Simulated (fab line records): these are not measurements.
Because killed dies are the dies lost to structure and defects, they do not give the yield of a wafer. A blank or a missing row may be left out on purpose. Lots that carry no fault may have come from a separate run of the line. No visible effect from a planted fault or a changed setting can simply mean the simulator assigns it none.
A struck lot beside a sound one    flow sfqLine    14 steps out of a route of 325
Sound: wafers L936.1, L936.4, L936.6. Struck: wafer L945.4. (L945.3, L945.6 of the same lot were not struck and are left out.) The cause comes at the end.
At each step with rows: each side's tool, then ch and its chambers, then its first start. Under that, the readings that differ: sound wafers    struck wafers    difference of the means    sigmas: that difference in standard deviations of wafers without a fault.
alike: readings with means less than 2 such deviations apart, plus words and numbers identical on both sides. not compared: withheld readings, readings lacking a value on some wafer, bounds such as >300 that could conceal the same value, and numbers that have no deviation in the record and whose values overlap.
Wherever a step has rows on one side only, a row that says differs or no value, or a row with sigmas, the two part there. When numbers do not overlap yet have no deviation, they are printed without sigmas and do not part them. A reading missing from all wafers of one side parts the sides only when that side holds two or more wafers.

first, 2 steps without rows for these wafers: SFQ_TRILAYER_I6_VIA_STRIP_SOLV_CLEAN_174 (cleans in NMP, time 600 s); SFQ_TRILAYER_M7_DEP_PRE_CLEAN_176 (time 22.5 s).
SFQ_TRILAYER_M7_DEP_SPUTTER_175: material Nb, target thk 200 nm, time 133.3 s.
  sound: pvdSputter-06 at day 76 14:38; struck: pvdSputter-03 at day 80 23:52
  alike: substrateTempC, throttleValvePct
SFQ_M7_RS_MEAS_943: measures by four-point-probe.
  sound: filmMetro-02 at day 76 14:44; struck: filmMetro-02 at day 81 00:01
  alike: M7_NB_RS
then, 6 steps without rows for these wafers: SFQ_TRILAYER_M7_LITHO_COAT_182 (resist thk 62 nm); SFQ_TRILAYER_M7_LITHO_COAT_177 (resist thk 600 nm); SFQ_TRILAYER_M7_LITHO_SOFTBAKE_181; SFQ_TRILAYER_M7_LITHO_EXPOSE_178 (exposes mask M7, target cd 500 nm); SFQ_TRILAYER_M7_LITHO_PEB_180 (peb time 60 s); SFQ_TRILAYER_M7_LITHO_DEVELOP_179 (time 60 s).
SFQ_M7_OVL_MEAS_945:
  sound: overlay-01 at day 78 22:07; struck: overlay-01 at day 81 02:30
  alike: M7_OVL
SFQ_TRILAYER_M7_BARC_OPEN_METAL_ETCH_229: etches BARC in O2, target depth 125 nm, time 41.7 s.
  sound on rieMetal-01 ch 0,1, day 78 22:10; struck on rieMetal-04 ch 1, day 81 02:33
reading                                             sound              struck  difference  sigmas
rfFwdPowerW (W)                                     597 588 595        495     -98         -32
model.KrF_of_TRILAYER_M7_LITHO_COAT_177.thkNm (nm)  523.6 523.8 524.2  530.3   +6.4        
  alike: drypumpMotorCurrentA, oesProductAu
  not compared: rfHoursCounterH
SFQ_TRILAYER_M7_ETCH_METAL_ETCH_180: etches Nb in Cl2/Ar, stops on SiO2, target depth 240 nm, time 120 s.
  sound on rieMetal-01 ch 0,1, day 78 22:13; struck on rieMetal-04 ch 1, day 81 02:38
reading                                             sound              struck  difference  sigmas
model.KrF_of_TRILAYER_M7_LITHO_COAT_177.thkNm (nm)  383.8 383.2 384.9  388.6   +4.6        
  alike: drypumpMotorCurrentA, oesProductAu, rfFwdPowerW
  not compared: rfHoursCounterH
SFQ_TRILAYER_M7_STRIP_STRIP_181: strips in O2.
  sound on rieMetal-01 ch 0,1, day 78 22:20; struck on rieMetal-04 ch 1, day 81 02:55
  alike: drypumpMotorCurrentA, oesProductAu
  not compared: rfHoursCounterH

== WHERE THEY PART ==
Only at SFQ_TRILAYER_M7_BARC_OPEN_METAL_ETCH_229, as far as this record shows. Later steps at which nothing parts them and some readings are alike: SFQ_TRILAYER_M7_ETCH_METAL_ETCH_180, SFQ_TRILAYER_M7_STRIP_STRIP_181.

WHY: what the simulator had put in
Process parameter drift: rieMetal-04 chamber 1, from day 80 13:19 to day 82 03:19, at SFQ_TRILAYER_M7_BARC_OPEN_METAL_ETCH_229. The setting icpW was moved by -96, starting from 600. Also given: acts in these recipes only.
